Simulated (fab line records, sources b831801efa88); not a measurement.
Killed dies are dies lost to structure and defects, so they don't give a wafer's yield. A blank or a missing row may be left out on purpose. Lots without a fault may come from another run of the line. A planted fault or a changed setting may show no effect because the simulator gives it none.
Tool commonality check | flow sky130 | 11 lots, 33 wafers sampled

WHY IT WAS OPENED
At SKY_SD_N_RS_MEAS_16 the reading SD_N_RS is flagged on 3 of 11 lots. Wafers without a fault read 68.56 ohm/sq, standard deviation 0.11.
Rule: a lot is flagged when every wafer of it that has a number lies more than 4 standard deviations from that mean, or none has a number. The other lots count as sound.

lot  | measured     | on            | SD_N_RS (ohm/sq), wafer by wafer | flag
L281 | day 27 20:01 | film_metro-04 | 68.52 68.31 68.38                |
L283 | day 28 23:34 | film_metro-04 | 68.54 68.53 68.53                |
L284 | day 29 07:43 | film_metro-02 | 68.66 68.60 68.27                |
L285 | day 29 09:17 | film_metro-04 | 68.48 68.69 68.60                |
L288 | day 30 07:33 | film_metro-02 | 68.34 68.33 68.48                |
L294 | day 32 13:19 | film_metro-02 | 68.68 68.60 68.57                |
L295 | day 32 13:52 | film_metro-04 | 63.20 63.10 63.19                | FLAGGED
L296 | day 32 23:19 | film_metro-02 | 68.69 68.63 68.65                |
L297 | day 33 09:58 | film_metro-04 | 63.45 63.34 63.38                | FLAGGED
L299 | day 33 19:31 | film_metro-02 | 63.11 63.24 63.30                | FLAGGED
L302 | day 34 14:16 | film_metro-01 | 68.66 68.62 68.73                |
The numbers of the flagged lots are 63.26 ohm/sq on average: -5.30 ohm/sq against the usual, or -48 standard deviations.

WHICH TOOL RAN EACH LOT
The record holds 2 process steps before the reading, out of a route of 708 steps. In each cell: the tool, then ch and the chambers that the sampled wafers went through, then the start.
lot  | flag    | SKY_RES_XHIGH_STRIP_08               | SKY_SD_N_RTA_14
L281 |         | plasma_asher-01 ch 0, day 26 13:52   | rtp_anneal-02 ch 0, day 27 19:50
L283 |         | plasma_asher-03 ch 0,1, day 27 17:46 | rtp_anneal-02 ch 0, day 28 23:23
L284 |         | plasma_asher-01 ch 0,1, day 28 02:43 | rtp_anneal-01 ch 0, day 29 07:33
L285 |         | plasma_asher-03 ch 0,1, day 28 04:31 | rtp_anneal-02 ch 0, day 29 09:06
L288 |         | plasma_asher-01 ch 0, day 29 03:07   | rtp_anneal-01 ch 0, day 30 07:23
L294 |         | plasma_asher-01 ch 0,1, day 31 09:37 | rtp_anneal-01 ch 0, day 32 13:08
L295 | FLAGGED | plasma_asher-03 ch 0,1, day 31 10:31 | rtp_anneal-02 ch 0, day 32 13:41
L296 |         | plasma_asher-03 ch 0,1, day 31 20:08 | rtp_anneal-01 ch 0, day 32 23:08
L297 | FLAGGED | plasma_asher-04 ch 0,1, day 32 06:22 | rtp_anneal-02 ch 0, day 33 09:45
L299 | FLAGGED | plasma_asher-03 ch 0,1, day 32 16:55 | rtp_anneal-02 ch 0, day 33 19:20
L302 |         | plasma_asher-03 ch 1, day 33 11:19   | rtp_anneal-01 ch 0, day 34 14:06
What these steps do:
- SKY_RES_XHIGH_STRIP_08: strips in O2/N2.
- SKY_SD_N_RTA_14: time 2 s.
- SKY_SD_N_RS_MEAS_16: measures by four-point-probe.

FLAGGED OVER TOTAL, TOOL BY TOOL (the gauges that took the reading come last)
step                   | tool            | lots run | flagged | share of the flagged lots | sound lots run after its first flagged lot
SKY_RES_XHIGH_STRIP_08 | plasma_asher-01 | 4        | 0       | none                      | -
SKY_RES_XHIGH_STRIP_08 | plasma_asher-03 | 6        | 2       | some                      | 2 (L296,L302)
SKY_RES_XHIGH_STRIP_08 | plasma_asher-04 | 1        | 1       | some                      | 0
SKY_SD_N_RTA_14        | rtp_anneal-01   | 5        | 0       | none                      | -
SKY_SD_N_RTA_14        | rtp_anneal-02   | 6        | 3       | all                       | 0
SKY_SD_N_RS_MEAS_16    | film_metro-01   | 1        | 0       | none                      | -
SKY_SD_N_RS_MEAS_16    | film_metro-02   | 5        | 1       | some                      | 0
SKY_SD_N_RS_MEAS_16    | film_metro-04   | 5        | 2       | some                      | 0

WHAT THE TABLE ALLOWS
1 row of the table ran every flagged lot: rtp_anneal-02 at SKY_SD_N_RTA_14.
- rtp_anneal-02 at SKY_SD_N_RTA_14: 3 of its 6 lots flagged. Its last sound lot is L285 (day 29 09:06), its first flagged lot L295 (day 32 13:41): a fault that began between those two fits. Its own readings lie more than 4 standard deviations out on every wafer of the flagged lots: lamp_power_pct, wafer_temp_C_max.
One tool is left: rtp_anneal-02 at SKY_SD_N_RTA_14.

WHAT THE SIMULATOR HAD PUT IN
Process parameter drift: rtp_anneal-02, from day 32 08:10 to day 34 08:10, at SKY_SD_N_RTA_14. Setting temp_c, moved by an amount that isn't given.
Lots struck among those shown: L295, L297, L299. The rule above found the same.
